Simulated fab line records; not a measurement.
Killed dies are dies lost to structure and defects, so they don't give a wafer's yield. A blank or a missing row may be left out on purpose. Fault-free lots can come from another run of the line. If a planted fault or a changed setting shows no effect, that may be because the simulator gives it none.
fab line records    flow sky130    part 2 of 2: steps 27 to 35 of 35
[record] lots = 5  wafers = 15  last-day = 49
route steps=708 shown LOCAL_INTERCONNECT@404 CONTACT@406 METAL1@434
lots untouched by any fault: they come from a run of this same line in which no faults occurred
start-h: hours from the record's first day to the start of the lot's first wafer shown    wait-h: time in hours since the lot's previous step    " as in the row above    L1.1+2: several wafers, shown together as one row    - no value present, or no start provided    * or withheld: withheld    < > ~ a bound
route shown NAME@n: names a module that has steps shown in the file, with the first one's number in the route    usual: average and standard deviation across the fault-free wafers    same: alike in all rows    chamber/n: place in a boat    sites: per-site readings    _std_site: standard deviation across them    _edge_site: inner sites' mean taken away from outer sites' mean    radius-mm: for every site, how far away it sits from the centre of the wafer    mask NAME#n: copy n    behind: the last tool/chamber to shape the wafer    hold: what put the lot on hold/how long, in hours/how the hold closed    device: transistor that didn't switch, given as n, p or np    end of line: tests run on the same wafers once the route is complete    a step given without rows: its recipe and nothing more    killed: the dies lost at the first sort to structure and to defects; this is not the yield of the wafer    map: per-die view of a wafer (x killed, . not killed, _ where there is no die)
set.NAME: setting as actually run; set.NAME@STEP: the setting as run at that earlier step    model.NAME: the simulator's own value behind a step, which no gauge read
lots seen at some steps along the route; tables by step, rows by wafer
services: a tool's chamber out of use, with start hour (start-h, from the record's first day; less than 0 if before it), hours out, and reason
[[steps]]
[step SKY_CONTACT_CVD_24]
[recipe] material = W  target-thk-nm = 340  time-s = 102.12  temp-c = 400  pressure-torr = 40
[usual] heater-power-w = 764/45  susceptor-temp-C = 399.99/0.19
lot.wafer  tool      chamber  start-h  wait-h  heater-power-w  susceptor-temp-C
L074.1     cvd-w-02  1        740.24   0.0     763             400.07
L074.4     "         0        "        "       820             399.98
L074.5     "         0        "        "       811             399.71
L081.4     cvd-w-02  1        799.96   0.1     765             399.67
L081.5     "         0        "        "       834             399.86
L081.6     "         1        "        "       777             400.11
L091.1     cvd-w-01  0        869.77   0.0     770             399.92
L091.4     "         0        "        "       780             399.56
L091.5     "         1        "        "       710             400.06
L092.1     cvd-w-01  1        875.52   0.0     705             400.01
L092.2     "         0        "        "       806             399.86
L092.3     "         0        "        "       792             400.21
L093.1     cvd-w-01  1        887.14   0.0     699             399.99
L093.2     "         0        "        "       770             400.17
L093.5     "         1        "        "       704             399.86
[step SKY_CONTACT_RS_MEAS_25]
[recipe] thk-meas-gauge = four-point-probe  reads = W_of_CONTACT_CVD_24+TiN_of_CONTACT_SPUTTER_23
[usual] CONTACT_W_RS = 0.334/0.005
lot.wafer  tool           chamber  start-h  wait-h  CONTACT_W_RS[ohm/sq]
L074.1     film-metro-02  -        740.35   0.1     0.340
L074.4     "              -        "        "       0.339
L074.5     "              -        "        "       0.337
L081.4     film-metro-02  -        800.09   0.1     0.340
L081.5     "              -        "        "       0.348
L081.6     "              -        "        "       0.346
L091.1     film-metro-03  -        869.88   0.1     0.328
L091.4     "              -        "        "       0.333
L091.5     "              -        "        "       0.337
L092.1     film-metro-03  -        875.63   0.1     0.334
L092.2     "              -        "        "       0.327
L092.3     "              -        "        "       0.328
L093.1     film-metro-02  -        887.25   0.1     0.333
L093.2     "              -        "        "       0.330
L093.5     "              -        "        "       0.334
[step SKY_CONTACT_THK_MEAS_26]
[recipe] thk-meas-gauge = xrf  reads = W_of_CONTACT_CVD_24
[usual] CONTACT_W_THK = 348/5.6
lot.wafer  tool           chamber  start-h  wait-h  CONTACT_W_THK[nm]
L074.1     film-metro-02  -        740.47   0.1     342
L074.4     "              -        "        "       344
L074.5     "              -        "        "       346
L081.4     film-metro-02  -        800.18   0.1     338
L081.5     "              -        "        "       332
L081.6     "              -        "        "       331
L091.1     film-metro-03  -        870.00   0.1     351
L091.4     "              -        "        "       346
L091.5     "              -        "        "       344
L092.1     film-metro-03  -        875.75   0.1     344
L092.2     "              -        "        "       351
L092.3     "              -        "        "       353
L093.1     film-metro-02  -        887.37   0.1     346
L093.2     "              -        "        "       350
L093.5     "              -        "        "       345
[step SKY_CONTACT_CMP_27]
[recipe] stop-on = SiO2  t-overpolish-s = 15  down-force-psi = 3.5  platen-rpm = 60  target-thk-nm = 0  pad-velocity-m-s = 0.94248
[usual] motor-current-A = 10.5/0.95  overpolish-run-s = 15.000/0.0086  time-to-endpoint-s = 82/3.2
lot.wafer  tool    chamber  start-h  wait-h  motor-current-A  overpolish-run-s  time-to-endpoint-s
L074.1     cmp-01  3        740.58   0.1     8.8              14.994            82
L074.4     "       0        "        "       12.4             15.009            81
L074.5     "       3        "        "       8.8              14.993            81
L081.4     cmp-01  3        800.36   0.2     9.2              15.001            81
L081.5     "       2        "        "       10.5             14.987            75
L081.6     "       3        "        "       9.5              15.006            79
L091.4     cmp-01  3        870.16   0.1     9.3              14.993            85
L091.1     "       0        "        "       11.0             14.980            83
L091.5     "       2        "        "       9.4              15.007            80
L092.1     cmp-02  2        875.81   0.1     9.7              14.990            81
L092.2     "       0        "        "       10.0             15.009            81
L092.3     "       1        "        "       11.5             14.989            82
L093.2     cmp-01  3        887.43   0.0     9.6              14.993            84
L093.1     "       1        "        "       11.1             15.002            84
L093.5     "       0        "        "       11.6             15.000            85
[step SKY_METAL1_SPUTTER_00]
[recipe] material = Ti  target-thk-nm = 15  power-w = 3000  time-s = 10  chamber-pressure-pa = 0.4
[usual] throttle-valve-pct = 30.0/1
lot.wafer  tool            chamber  start-h  wait-h  throttle-valve-pct
L074.1     pvd-sputter-04  -        740.83   0.2     28.6
L074.4     "               -        "        "       31.7
L074.5     "               -        "        "       31.8
L081.4     pvd-sputter-02  -        800.61   0.2     29.8
L081.5     "               -        "        "       30.5
L081.6     "               -        "        "       29.7
L091.1     pvd-sputter-01  -        870.36   0.1     28.6
L091.4     "               -        "        "       30.5
L091.5     "               -        "        "       30.2
L092.1     pvd-sputter-02  -        876.11   0.2     30.2
L092.2     "               -        "        "       29.6
L092.3     "               -        "        "       30.3
L093.1     pvd-sputter-04  -        887.73   0.1     31.8
L093.2     "               -        "        "       28.7
L093.5     "               -        "        "       32.1
[step SKY_METAL1_SPUTTER_01]
[recipe] material = TiN  target-thk-nm = 20  power-w = 6500  time-s = 16.7  chamber-pressure-pa = 0.4
[usual] throttle-valve-pct = 30.0/1.1
lot.wafer  tool            chamber  start-h  wait-h  throttle-valve-pct
L074.1     pvd-sputter-04  -        740.85   0.0     28.6
L074.4     "               -        "        "       31.8
L074.5     "               -        "        "       32.0
L081.4     pvd-sputter-02  -        800.63   0.0     29.6
L081.5     "               -        "        "       30.2
L081.6     "               -        "        "       29.5
L091.1     pvd-sputter-01  -        870.39   0.0     28.9
L091.4     "               -        "        "       30.6
L091.5     "               -        "        "       30.3
L092.1     pvd-sputter-02  -        876.14   0.0     30.4
L092.2     "               -        "        "       29.7
L092.3     "               -        "        "       30.4
L093.1     pvd-sputter-04  -        887.75   0.0     32.0
L093.2     "               -        "        "       28.4
L093.5     "               -        "        "       32.0
[step SKY_METAL1_SPUTTER_02]
[recipe] material = AlCu  target-thk-nm = 250  power-w = 10600  time-s = 13.3  chamber-pressure-pa = 0.4
[usual] throttle-valve-pct = 30.0/1.1
lot.wafer  tool            chamber  start-h  wait-h  throttle-valve-pct
L074.1     pvd-sputter-04  -        740.87   0.0     28.7
L074.4     "               -        "        "       31.9
L074.5     "               -        "        "       32.0
L081.4     pvd-sputter-02  -        800.66   0.0     29.6
L081.5     "               -        "        "       30.3
L081.6     "               -        "        "       29.5
L091.1     pvd-sputter-01  -        870.41   0.0     28.6
L091.4     "               -        "        "       30.3
L091.5     "               -        "        "       30.1
L092.1     pvd-sputter-02  -        876.16   0.0     30.3
L092.2     "               -        "        "       29.6
L092.3     "               -        "        "       30.2
L093.1     pvd-sputter-04  -        887.77   0.0     31.7
L093.2     "               -        "        "       28.9
L093.5     "               -        "        "       31.9
[step SKY_METAL1_SPUTTER_03]
[recipe] material = Ti  target-thk-nm = 5  power-w = 3000  time-s = 3.3  chamber-pressure-pa = 0.4
[usual] throttle-valve-pct = 30.0/1.1
lot.wafer  tool            chamber  start-h  wait-h  throttle-valve-pct
L074.1     pvd-sputter-04  -        740.90   0.0     28.4
L074.4     "               -        "        "       31.8
L074.5     "               -        "        "       32.0
L081.4     pvd-sputter-02  -        800.68   0.0     29.5
L081.5     "               -        "        "       30.1
L081.6     "               -        "        "       29.8
L091.1     pvd-sputter-01  -        870.44   0.0     28.7
L091.4     "               -        "        "       30.4
L091.5     "               -        "        "       30.2
L092.1     pvd-sputter-02  -        876.19   0.0     30.2
L092.2     "               -        "        "       29.4
L092.3     "               -        "        "       30.6
L093.1     pvd-sputter-04  -        887.80   0.0     31.5
L093.2     "               -        "        "       28.5
L093.5     "               -        "        "       32.3
[step SKY_METAL1_SPUTTER_04]
[recipe] material = TiN  target-thk-nm = 70  power-w = 6500  time-s = 58.3  chamber-pressure-pa = 0.4
[usual] throttle-valve-pct = 30.0/1.1
lot.wafer  tool            chamber  start-h  wait-h  throttle-valve-pct
L074.1     pvd-sputter-04  -        740.92   0.0     28.8
L074.4     "               -        "        "       31.8
L074.5     "               -        "        "       32.1
L081.4     pvd-sputter-02  -        800.70   0.0     29.6
L081.5     "               -        "        "       30.2
L081.6     "               -        "        "       29.7
L091.1     pvd-sputter-01  -        870.46   0.0     28.7
L091.4     "               -        "        "       30.5
L091.5     "               -        "        "       30.4
L092.1     pvd-sputter-02  -        876.21   0.0     30.3
L092.2     "               -        "        "       29.5
L092.3     "               -        "        "       30.4
L093.1     pvd-sputter-04  -        887.82   0.0     32.0
L093.2     "               -        "        "       28.7
L093.5     "               -        "        "       31.9
[[services]]
tool            chamber  start-h  hours  kind
hdpcvd-02       -        689.14   1.2    repair
pvd-sputter-04  -        694.15   1.7    repair
cmp-01          -        712.77   1.2    repair
pvd-sputter-01  -        716.26   9.7    repair
rie-diel-01     -        722.88   0.5    repair
cmp-01          -        737.37   1.0    repair
cmp-02          -        744.00   4.0    pm
cmp-01          -        747.75   3.2    repair
pvd-sputter-01  -        749.28   1.8    repair
cmp-02          -        753.75   0.5    repair
krf-scanner-01  -        757.50   1.0    pm
rie-diel-01     1        770.24   3.1    repair
cmp-01          -        791.41   2.0    repair
krf-scanner-01  -        796.89   0.8    pm
pvd-sputter-04  -        803.40   4.0    repair
cmp-02          -        808.60   0.2    repair
wet-bench-02    -        827.59   1.9    pm
pvd-sputter-02  -        844.33   19.4   repair
pvd-sputter-04  -        845.46   28.6   repair
rie-diel-01     -        845.61   15.4   repair
pvd-sputter-01  -        850.76   3.4    repair
pvd-sputter-04  -        851.05   4.3    repair
pvd-sputter-02  -        854.44   0.8    repair
wet-bench-01    -        872.13   1.9    pm
